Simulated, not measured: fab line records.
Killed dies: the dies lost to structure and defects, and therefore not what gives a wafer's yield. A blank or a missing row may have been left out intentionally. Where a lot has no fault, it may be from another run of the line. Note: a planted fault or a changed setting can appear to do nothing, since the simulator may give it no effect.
fab line records    flow sky130
record lots=13  wafers=39  lastDay=50
route steps=708 shown FIELD_ISO@16 VT_ADJUST_NCORE@122 VT_ADJUST_HVTR@142 PAD_OPEN@708
lots untouched by any fault: they come from a run of this same line in which no faults occurred
startH: hours from the record's opening day to when the first of the lot's shown wafers began    waitH: how many hours have passed since the lot's step before this one    " repeats the value in the row above    L1.1+2: several wafers, shown together as one row    - value missing, or start not given    * or withheld: withheld    < > ~ a bound
route shown NAME@n: names a module that has steps shown in the file, with the first one's number in the route    usual: the fault-free wafers' mean and standard deviation    same: alike in all rows    chamber/n: place in a boat    sites: readings site by site    _std_site: how widely they spread, as a standard deviation    _edge_site: mean of outer sites minus mean of inner sites    radiusMm: for every site, how far away it sits from the centre of the wafer    mask NAME#n: copy n    behind: tool/chamber where the wafer was last shaped    hold: the reason the lot was held/the length of the hold in hours/how it ended    device: the transistor (n, p or np) that didn't switch    end of line: the route-end tests of the same wafers    step lacking rows: just its recipe    killed: the dies lost at the first sort to structure and to defects; this is not the yield of the wafer    map: dies across one wafer; x = killed, . = not, _ = none there
set.NAME: the setting the step ran with; set.NAME@STEP: the setting that earlier step ran with    model.NAME: the simulator's own value behind a step, which no gauge read
one table for each step of the route and one row for each wafer, over a sample of lots
services: when a tool's chamber went out of use (startH, in hours from the record's first day, below 0 if earlier), for how many hours, and the reason
## steps
# step SKY_FIELD_ISO_ETCH_15
# recipe chemistry=CHF3/O2  targetDepthNm=180  stopOn=Si  sourceW=600  biasW=200  pressureMtorr=40  chf3FlowSccm=50  O2_flow_sccm=5  timeS=72
# usual drypumpMotorCurrentA=5.7/0.44  oesProductAu=0.944/0.0058  throttleValvePct=8.843/0.009
lot.wafer  tool        chamber  startH  waitH  drypumpMotorCurrentA  oesProductAu  rfHoursCounterH  throttleValvePct
L836.1     rieDiel-01  3        27.27   0.0    5.5                   0.944         30               8.853
L836.2     "           2        "       "      5.5                   0.944         83               8.833
L836.3     "           1        "       "      5.8                   0.942         21               8.841
L838.2     rieDiel-01  2        40.74   0.0    5.5                   0.949         83               8.855
L838.4     "           0        "       "      5.2                   0.943         1                8.834
L838.5     "           3        "       "      5.5                   0.950         -                8.842
L839.2     rieDiel-02  3        46.78   0.0    6.2                   0.946         102              8.858
L839.3     "           2        "       "      5.7                   0.950         162              8.854
L839.5     "           2        "       "      5.7                   0.940         -                8.857
L840.2     rieDiel-03  0        65.32   0.0    6.2                   0.934         125              8.838
L840.3     "           3        "       "      5.2                   0.947         108              8.849
L840.5     "           3        "       "      5.2                   0.942         -                8.831
L841.4     rieDiel-02  3        66.18   0.0    6.2                   0.951         102              8.840
L841.5     "           1        "       "      5.3                   0.953         -                8.857
L841.6     "           0        "       "      5.4                   0.947         -                8.828
L843.2     rieDiel-02  3        71.44   0.0    6.2                   0.944         102              8.849
L843.4     "           1        "       "      5.3                   0.945         6                8.841
L843.5     "           0        "       "      5.4                   0.941         -                8.834
L844.2     rieDiel-03  2        71.56   0.0    6.3                   0.946         22               8.839
L844.3     "           3        "       "      5.2                   0.947         109              8.844
L844.6     "           1        "       "      6.6                   0.947         -                8.834
L845.3     rieDiel-02  0        76.65   0.0    5.4                   0.940         115              8.837
L845.4     "           3        "       "      6.2                   0.939         102              8.838
L845.5     "           1        "       "      5.3                   0.952         -                8.842
L846.1     rieDiel-01  2        80.08   0.0    5.5                   0.948         84               8.849
L846.4     "           3        "       "      5.5                   0.948         31               8.845
L846.5     "           0        "       "      5.2                   0.950         -                8.845
L854.1     rieDiel-01  0        124.44  0.0    5.2                   0.948         3                8.847
L854.2     "           2        "       "      5.5                   0.942         85               8.853
L854.6     "           2        "       "      5.5                   0.940         -                8.838
L855.1     rieDiel-01  2        127.19  0.0    5.5                   0.946         85               8.845
L855.3     "           1        "       "      5.8                   0.940         23               8.847
L855.6     "           3        "       "      5.5                   0.942         -                8.843
L857.2     rieDiel-01  1        141.48  0.0    5.7                   0.942         24               8.843
L857.4     "           2        "       "      5.5                   0.944         86               8.845
L857.5     "           2        "       "      5.5                   0.930         -                8.857
L858.1     rieDiel-03  1        144.12  0.0    6.6                   0.927         138              8.856
L858.3     "           0        "       "      6.1                   0.943         126              8.861
L858.4     "           3        "       "      5.2                   0.943         110              8.847
# step SKY_FIELD_ISO_STRIP_16
# recipe chemistry=O2/N2  powerW=1400  pressureMtorr=1500  platenTempC=withheld  o2FlowSccm=3000  n2FlowSccm=300  overashFraction=0.5
# usual drypumpMotorCurrentA=5.4/0.3  oesProductAu=0.378/0.0047  stripTimeToEndpointS=3.54/0.035
lot.wafer  tool            chamber  startH  waitH  drypumpMotorCurrentA  oesProductAu  rfHoursCounterH  stripTimeToEndpointS
L836.1     plasmaAsher-03  1        27.33   0.0    5.2                   0.377         35               3.58
L836.2     "               0        "       "      5.3                   0.375         35               3.58
L836.3     "               1        "       "      5.2                   0.364         -                3.51
L838.2     plasmaAsher-04  1        40.79   0.0    5.8                   0.380         23               3.58
L838.4     "               0        "       "      5.1                   0.383         -                3.55
L838.5     "               1        "       "      5.8                   0.386         -                3.54
L839.2     plasmaAsher-02  1        46.83   0.0    5.7                   0.377         34               3.57
L839.3     "               0        "       "      5.1                   0.376         -                3.48
L839.5     "               1        "       "      5.7                   0.369         -                3.52
L840.2     plasmaAsher-04  1        65.38   0.0    5.8                   0.375         25               3.54
L840.3     "               1        "       "      5.8                   0.375         -                3.54
L840.5     "               0        "       "      5.1                   0.383         -                3.55
L841.4     plasmaAsher-02  0        66.27   0.1    5.0                   0.380         -                3.54
L841.5     "               1        "       "      5.7                   0.378         -                3.54
L841.6     "               0        "       "      5.0                   0.376         -                3.56
L843.2     plasmaAsher-03  0        71.49   0.0    5.3                   0.375         39               3.57
L843.4     "               0        "       "      5.3                   0.377         -                3.56
L843.5     "               0        "       "      5.3                   0.376         -                3.56
L844.2     plasmaAsher-04  1        71.61   0.0    5.8                   0.373         26               3.44
L844.3     "               0        "       "      5.1                   0.370         -                3.51
L844.6     "               0        "       "      5.1                   0.375         -                3.44
L845.3     plasmaAsher-04  0        76.74   0.1    5.1                   0.380         -                3.60
L845.4     "               1        "       "      5.9                   0.375         -                3.57
L845.5     "               1        "       "      5.8                   0.387         -                3.55
L846.1     plasmaAsher-04  1        80.13   0.0    5.8                   0.376         27               3.57
L846.4     "               0        "       "      5.1                   0.378         -                3.58
L846.5     "               1        "       "      5.8                   0.372         -                3.55
L854.1     plasmaAsher-02  0        124.49  0.0    5.0                   0.380         42               3.61
L854.2     "               1        "       "      5.7                   0.383         42               3.59
L854.6     "               1        "       "      5.7                   0.379         -                3.59
L855.1     plasmaAsher-04  1        127.24  0.0    5.9                   0.378         31               3.56
L855.3     "               0        "       "      5.1                   0.387         -                3.49
L855.6     "               0        "       "      5.1                   0.379         -                3.53
L857.2     plasmaAsher-03  0        141.54  0.0    5.3                   0.381         2                3.52
L857.4     "               1        "       "      5.2                   0.383         -                3.57
L857.5     "               0        "       "      5.3                   0.388         -                3.56
L858.1     plasmaAsher-03  0        144.17  0.0    5.3                   0.379         2                3.54
L858.3     "               1        "       "      5.2                   0.376         -                3.55
L858.4     "               0        "       "      5.3                   0.382         -                3.56
# step SKY_VT_ADJUST_NCORE_SOFTBAKE_03
# recipe tempC=90  timeS=60  resist=NOVOLAK
# usual heaterPowerTotalW=56.59/0.046  runLengthS=89.16/0.21
lot.wafer  tool           chamber  startH  waitH  heaterPowerTotalW  runLengthS
L836.1     lithoTrack-03  0        167.77  0.1    56.61              89.12
L836.2     "              0        "       "      56.65              89.05
L836.3     "              0        "       "      56.58              89.23
L838.2     lithoTrack-03  0        190.15  0.1    56.49              88.99
L838.4     "              0        "       "      56.65              89.18
L838.5     "              0        "       "      56.63              88.98
L839.2     lithoTrack-04  0        198.78  0.1    56.61              88.98
L839.3     "              0        "       "      56.68              88.81
L839.5     "              0        "       "      56.59              88.97
L840.2     lithoTrack-03  0        222.45  0.1    56.66              89.22
L840.3     "              0        "       "      56.57              89.14
L840.5     "              0        "       "      56.60              89.13
L841.4     lithoTrack-01  0        225.49  0.1    56.57              89.47
L841.5     "              0        "       "      56.52              89.36
L841.6     "              0        "       "      56.62              89.37
L843.2     lithoTrack-04  0        233.22  0.1    56.64              89.18
L843.4     "              0        "       "      56.63              88.85
L843.5     "              0        "       "      56.62              88.94
L844.2     lithoTrack-01  0        233.24  0.1    56.61              89.37
L844.3     "              0        "       "      56.62              89.50
L844.6     "              0        "       "      56.61              89.36
L845.3     lithoTrack-04  0        238.70  0.1    56.59              88.81
L845.4     "              0        "       "      56.55              88.81
L845.5     "              0        "       "      56.64              89.08
L846.1     lithoTrack-01  0        240.06  0.1    56.61              89.37
L846.4     "              0        "       "      56.58              89.35
L846.5     "              0        "       "      56.62              89.44
L854.1     lithoTrack-01  0        306.11  0.1    63.75              71.59
L854.2     "              0        "       "      56.56              89.42
L854.6     "              0        "       "      56.66              89.46
L855.1     lithoTrack-01  0        308.11  0.1    63.67              71.71
L855.3     "              0        "       "      56.56              89.54
L855.6     "              0        "       "      56.60              89.27
L857.2     lithoTrack-01  0        327.69  0.1    56.55              89.49
L857.4     "              0        "       "      63.64              71.77
L857.5     "              0        "       "      63.67              71.58
L858.1     lithoTrack-03  0        329.17  0.1    56.59              89.13
L858.3     "              0        "       "      56.55              89.08
L858.4     "              0        "       "      56.64              89.05
# step SKY_VT_ADJUST_HVTR_TW_MEAS_11
# usual VT_ADJUST_HVTR_TW=211.6/1.8
lot.wafer  tool          chamber  startH  waitH  VT_ADJUST_HVTR_TW
L836.1     filmMetro-04  -        201.22  0.1    209.7
L836.2     "             -        "       "      209.9
L836.3     "             -        "       "      210.6
L838.2     filmMetro-03  -        224.43  0.1    212.0
L838.4     "             -        "       "      212.1
L838.5     "             -        "       "      211.3
L839.2     filmMetro-04  -        233.18  0.1    209.1
L839.3     "             -        "       "      210.8
L839.5     "             -        "       "      209.4
L840.2     filmMetro-03  -        257.18  0.1    213.3
L840.3     "             -        "       "      212.5
L840.5     "             -        "       "      212.0
L841.4     filmMetro-01  -        261.24  0.1    212.2
L841.5     "             -        "       "      213.5
L841.6     "             -        "       "      213.2
L843.2     filmMetro-01  -        268.97  0.1    213.1
L843.4     "             -        "       "      212.3
L843.5     "             -        "       "      212.5
L844.2     filmMetro-04  -        269.09  0.1    208.8
L844.3     "             -        "       "      209.5
L844.6     "             -        "       "      209.5
L845.3     filmMetro-03  -        275.18  0.1    211.5
L845.4     "             -        "       "      212.0
L845.5     "             -        "       "      211.4
L846.1     filmMetro-03  -        277.28  0.1    210.0
L846.4     "             -        "       "      210.9
L846.5     "             -        "       "      212.1
L854.1     filmMetro-04  -        347.15  0.1    209.2
L854.2     "             -        "       "      209.2
L854.6     "             -        "       "      209.6
L855.1     filmMetro-04  -        348.05  0.1    208.8
L855.3     "             -        "       "      209.0
L855.6     "             -        "       "      208.4
L857.2     filmMetro-01  -        368.90  0.1    212.3
L857.4     "             -        "       "      212.7
L857.5     "             -        "       "      214.1
L858.1     filmMetro-04  -        370.57  0.1    209.3
L858.3     "             -        "       "      209.0
L858.4     "             -        "       "      208.9
# step SKY_PAD_OPEN_PROBE_99
# usual killed_at_M0_to_M3=43/6.6  killed_at_M4_up=2.9/1.6  killedAtContacts=24/4.9  killedAtFrontEnd=15/4.5  killedAtOther=0.2/0.45  killedDies=86/8.8  killedOpen=48/6.4  killedShort=38/5.6
# same grossDies=492  killedAtBackSide=0
lot.wafer  tool       chamber  startH   waitH  killed_at_M0_to_M3  killed_at_M4_up  killedAtContacts  killedAtFrontEnd  killedAtOther  killedDies  killedOpen  killedShort
L840.2     prober-01  -        1124.79  0.1    42                  3                24                22                0              91          49          42
L840.3     prober-01  -        1124.84  0.2    49                  3                22                12                0              86          48          38
L840.5     prober-01  -        1124.94  0.2    46                  1                24                13                0              84          46          38
L844.2     prober-02  -        1133.44  0.1    46                  3                17                24                1              91          51          40
L844.3     prober-02  -        1133.49  0.2    50                  5                25                13                0              93          48          45
L844.6     prober-02  -        1133.64  0.2    48                  1                24                19                0              92          53          39
L845.3     prober-01  -        1141.39  0.2    40                  3                32                13                0              88          50          38
L845.4     prober-01  -        1141.44  0.2    42                  0                18                12                0              72          36          36
L845.5     prober-01  -        1141.49  0.2    35                  3                24                20                1              83          44          39
L855.1     prober-01  -        1188.24  0.1    35                  4                25                26                0              90          56          34
L855.3     prober-01  -        1188.34  0.2    38                  2                23                29                0              92          54          38
L855.6     prober-01  -        1188.49  0.2    40                  2                26                21                0              89          45          44
L857.2     prober-01  -        1202.89  0.1    29                  5                26                7                 0              67          40          27
L857.4     prober-01  -        1202.99  0.2    39                  2                33                13                0              87          45          42
L857.5     prober-01  -        1203.04  0.2    40                  5                29                4                 0              78          41          37
# killed by level:class
L840.2 LI_CONTACT:geometricParticle:open=8 CONTACT:geometricParticle:open=8 METAL2:geometricParticle:short=7 METAL1:geometricParticle:short=7 VIA1:geometricParticle:open=7 POLY_GATE:geometricParticle:open=6 FIELD_ISO:geometricParticle:open=5 POLY_GATE:geometricParticle:short=5
L840.3 VIA1:geometricParticle:open=11 VIA3:geometricParticle:open=10 METAL2:geometricParticle:short=9 POLY_GATE:geometricParticle:open=6 LI_CONTACT:geometricParticle:open=5 CONTACT:geometricParticle:open=5 LOCAL_INTERCONNECT:geometricParticle:short=5 CONTACT:geometricParticle:short=4
L840.5 VIA1:geometricParticle:open=10 CONTACT:geometricParticle:open=9 VIA2:geometricParticle:open=7 METAL2:geometricParticle:short=6 FIELD_ISO:geometricParticle:open=5 LI_CONTACT:geometricParticle:open=5 METAL1:geometricParticle:short=5 VIA3:geometricParticle:open=5
L844.2 VIA1:geometricParticle:open=11 VIA3:geometricParticle:open=9 METAL2:geometricParticle:short=6 FIELD_ISO:geometricParticle:short=5 FIELD_ISO:geometricParticle:open=5 POLY_GATE:geometricParticle:short=5 VIA3:geometricParticle:short=5 LI_CONTACT:geometricParticle:open=5
L844.3 VIA1:geometricParticle:open=13 METAL1:geometricParticle:short=9 LI_CONTACT:geometricParticle:open=8 VIA2:geometricParticle:open=7 VIA3:geometricParticle:open=7 FIELD_ISO:geometricParticle:short=5 CONTACT:geometricParticle:open=5 LOCAL_INTERCONNECT:geometricParticle:short=5
L844.6 CONTACT:geometricParticle:open=12 VIA1:geometricParticle:open=12 VIA2:geometricParticle:open=9 POLY_GATE:geometricParticle:open=7 VIA2:geometricParticle:short=7 VIA1:geometricParticle:short=6 VIA3:geometricParticle:open=5 FIELD_ISO:geometricParticle:short=4
L845.3 LI_CONTACT:geometricParticle:open=11 CONTACT:geometricParticle:open=10 VIA1:geometricParticle:open=9 FIELD_ISO:geometricParticle:open=8 VIA1:geometricParticle:short=6 VIA3:geometricParticle:short=4 LI_CONTACT:geometricParticle:short=4 METAL1:geometricParticle:short=4
L845.4 LI_CONTACT:geometricParticle:open=8 VIA1:geometricParticle:open=8 METAL1:geometricParticle:short=7 VIA3:geometricParticle:short=5 LI_CONTACT:geometricParticle:short=4 CONTACT:geometricParticle:open=4 VIA2:geometricParticle:open=4 VIA3:geometricParticle:open=4
L845.5 CONTACT:geometricParticle:open=13 VIA1:geometricParticle:open=12 FIELD_ISO:geometricParticle:short=7 VIA1:geometricParticle:short=5 METAL3:geometricParticle:short=5 FIELD_ISO:geometricParticle:open=4 LOCAL_INTERCONNECT:geometricParticle:short=4 CONTACT:geometricParticle:short=4
L855.1 CONTACT:geometricParticle:open=11 VIA1:geometricParticle:open=10 POLY_GATE:geometricParticle:open=7 FIELD_ISO:geometricParticle:short=6 VIA2:geometricParticle:open=6 FIELD_ISO:geometricParticle:open=5 CONTACT:geometricParticle:short=5 METAL2:geometricParticle:short=5
L855.3 VIA1:geometricParticle:open=10 LI_CONTACT:geometricParticle:open=9 FIELD_ISO:geometricParticle:open=8 FIELD_ISO:geometricParticle:short=8 POLY_GATE:geometricParticle:short=6 CONTACT:geometricParticle:open=6 METAL1:geometricParticle:short=6 POLY_GATE:geometricParticle:open=5
L855.6 VIA1:geometricParticle:open=11 CONTACT:geometricParticle:short=9 CONTACT:geometricParticle:open=8 FIELD_ISO:geometricParticle:short=7 METAL2:geometricParticle:short=7 VIA3:geometricParticle:open=7 FIELD_ISO:geometricParticle:open=6 LI_CONTACT:geometricParticle:open=6
L857.2 LI_CONTACT:geometricParticle:open=9 CONTACT:geometricParticle:open=7 VIA2:geometricParticle:open=5 VIA3:geometricParticle:open=5 LOCAL_INTERCONNECT:geometricParticle:short=4 METAL4:geometricParticle:short=4 VIA1:geometricParticle:short=4 METAL2:geometricParticle:short=4
L857.4 CONTACT:geometricParticle:open=10 CONTACT:geometricParticle:short=9 VIA1:geometricParticle:open=9 VIA1:geometricParticle:short=7 METAL1:geometricParticle:short=6 VIA2:geometricParticle:open=6 VIA3:geometricParticle:open=6 LI_CONTACT:geometricParticle:open=5
L857.5 CONTACT:geometricParticle:open=14 VIA1:geometricParticle:open=8 METAL2:geometricParticle:short=8 CONTACT:geometricParticle:short=6 VIA2:geometricParticle:open=5 METAL4:geometricParticle:short=5 LI_CONTACT:geometricParticle:open=4 METAL1:geometricParticle:short=4
## services
tool            chamber  startH  hours  kind
plasmaAsher-03  -        10.92   2.8    pm
rieDiel-01      -        16.59   1.0    repair
rieDiel-02      -        29.43   15.6   pm
rieDiel-03      3        33.45   1.9    repair
rieDiel-01      -        44.50   0.3    repair
plasmaAsher-03  -        59.80   1.5    repair
rieDiel-03      2        61.92   6.4    repair
rieDiel-02      -        86.68   2.8    pm
rieDiel-01      1        91.28   3.2    repair
rieDiel-02      3        99.58   4.0    repair
rieDiel-03      3        101.17  1.2    repair
plasmaAsher-03  -        108.75  9.0    pm
plasmaAsher-04  -        134.99  0.9    repair
plasmaAsher-04  -        139.09  1.6    repair
rieDiel-03      2        147.92  2.7    repair
plasmaAsher-03  -        184.82  1.2    repair
plasmaAsher-02  -        226.92  0.7    repair
plasmaAsher-03  -        231.71  14.6   pm
rieDiel-03      -        238.12  0.5    repair
rieDiel-03      -        238.63  2.8    pm
rieDiel-03      -        242.02  26.7   repair
rieDiel-02      -        286.75  14.6   pm
plasmaAsher-04  -        308.94  3.7    repair
rieDiel-01      -        317.98  2.8    pm
## key
firstSign step=SKY_VT_ADJUST_NCORE_SOFTBAKE_03  reading=heaterPowerTotalW  direction=up  sigmas=99+  usual=*  struck=*
effect step=SKY_VT_ADJUST_NCORE_SOFTBAKE_03  reading=runLengthS  direction=down  sigmas=82  usual=*  struck=*
metAt SKY_VT_ADJUST_NCORE_SOFTBAKE_03
struckLots L854,L855,L857
struckWafers L854.1,L855.1,L857.4,L857.5
testerLeftOut L854,L855,L857
notActingAt SKY_FIELD_ISO_ETCH_15,SKY_FIELD_ISO_STRIP_16,SKY_VT_ADJUST_HVTR_TW_MEAS_11
onsetBetween 240.06 306.11
fault kind=processParameterDrift  tool=lithoTrack-01  chamber=-  onsetH=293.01  steps=SKY_VT_ADJUST_NCORE_SOFTBAKE_03  channel=timeS  offset=*  shape=step  endH=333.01  scope=struckWafersOnly  actsIn=*  stated=*
# testerLeftOut: of these lots the tester's yield and bins aren't shown, on N5 and GAA mostly nor the transistor test; their killed dies are dies lost to structure and defects alone, not to doping, threshold or leakage, so they don't give the yield
